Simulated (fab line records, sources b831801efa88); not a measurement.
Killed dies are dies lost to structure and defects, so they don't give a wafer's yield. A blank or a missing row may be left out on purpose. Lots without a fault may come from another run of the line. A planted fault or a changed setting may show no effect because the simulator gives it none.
Problem report in the 8D (eight disciplines) form, filled by code | flow gf180mcu | the parts of the form that need people (team, actions taken, sign-off) are left out

1. THE PROBLEM
LVPWELL_RS at GF_VT_IMPLANT_RS_MEAS_48 reads a mean of 1138 ohm/sq on 6 wafers of 2 lots; wafers without a fault read 1197 ohm/sq with a standard deviation of 3.2. That is -18 standard deviations from the usual mean.
The step: measures by four-point-probe.
First seen on wafer L804.1, day 11 08:20, on film_metro-03. The record holds 42 wafers of 14 lots with a number at this step. Rule for "out", or "out of limits": more than 4 standard deviations from the usual mean. The other wafers with a number count as sound.

2. WHAT IT IS AND WHAT IT IS NOT
question                    | is                           | is not
which readings at this step | LVPWELL_RS                   | -
which lots                  | L804, L805                   | L792, L793, L794, L795, L796, L808, L810, L811, L812, L813, L814, L815
which wafers of those lots  | all that have a number       | -
read on which gauges        | film_metro-01, film_metro-03 | film_metro-04
when                        | from day 11 08:20            | up to then (15 sound wafers); but 21 sound wafers of L808, L810, L811, L812, L813, L814, L815 came after

3. SUSPECTS, AND WHAT RULES EACH OUT
Counting: a tool at a process step up to the reading stays a suspect if it ran every lot that is out and no sound lot after the first of them.
- the gauge at GF_VT_IMPLANT_RS_MEAS_48: ruled out. The wafers that are out were read on 2 gauges (film_metro-01, film_metro-03).
- implanter-01 at GF_LVPWELL_IMPLANT_09: kept. It ran every lot that is out, first L804 (day 7 00:31), and no sound lot after that; its last sound lot up to then is L795 (day 4 12:20). Its own readings are out on those wafers: beam_on_s, faraday_current_uA.
Left after counting: implanter-01 at GF_LVPWELL_IMPLANT_09.

4. THE CAUSE (what the simulator had put in)
Process parameter drift: implanter-01, from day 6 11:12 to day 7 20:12, at GF_LVPWELL_IMPLANT_09. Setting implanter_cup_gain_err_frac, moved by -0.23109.
Counting left only this tool.

5. THE CHAIN OF EFFECTS, in route order
Each row: a reading whose mean over the struck wafers that have a number lies more than 3 standard deviations from the usual. Only readings for which the record gives a usual standard deviation are gone through. hours: the time from each lot's start at the first step in this table that gives one to its start at this step, as a median over the lots. sigmas: the change in usual standard deviations.
hours | step                     | reading            | usual       | on struck wafers | change | sigmas
0     | GF_LVPWELL_IMPLANT_09    | beam_on_s          | 9.97 s      | 12.87            | +2.90  | +15
0     | GF_LVPWELL_IMPLANT_09    | faraday_current_uA | 28.3        | 21.9             | -6.4   | -12
104   | GF_VT_IMPLANT_RS_MEAS_48 | LVPWELL_RS         | 1197 ohm/sq | 1138             | -58    | -18
The process steps in it:
- GF_LVPWELL_IMPLANT_09
Later measuring or inspecting steps at which every struck wafer that the step has a row for has a number for every such reading, and none has moved that far: GF_PSD_TW_MEAS_11, GF_CONTACT_THK_MEAS_03.

6. WHAT WOULD HAVE CAUGHT IT SOONER
In this record the first reading out of limits at a measuring or inspecting step was taken at day 11 08:20, 117 hours after the fault began at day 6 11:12.
The tool's own readings at GF_LVPWELL_IMPLANT_09 were out on every struck wafer that the step has a row for (beam_on_s, faraday_current_uA): an alarm limit on them would have fired on the first of those.
All the lots that are out (2) had begun GF_LVPWELL_IMPLANT_09 on implanter-01 by day 11 08:20. A hold on the tool at that time would have spared none of them.
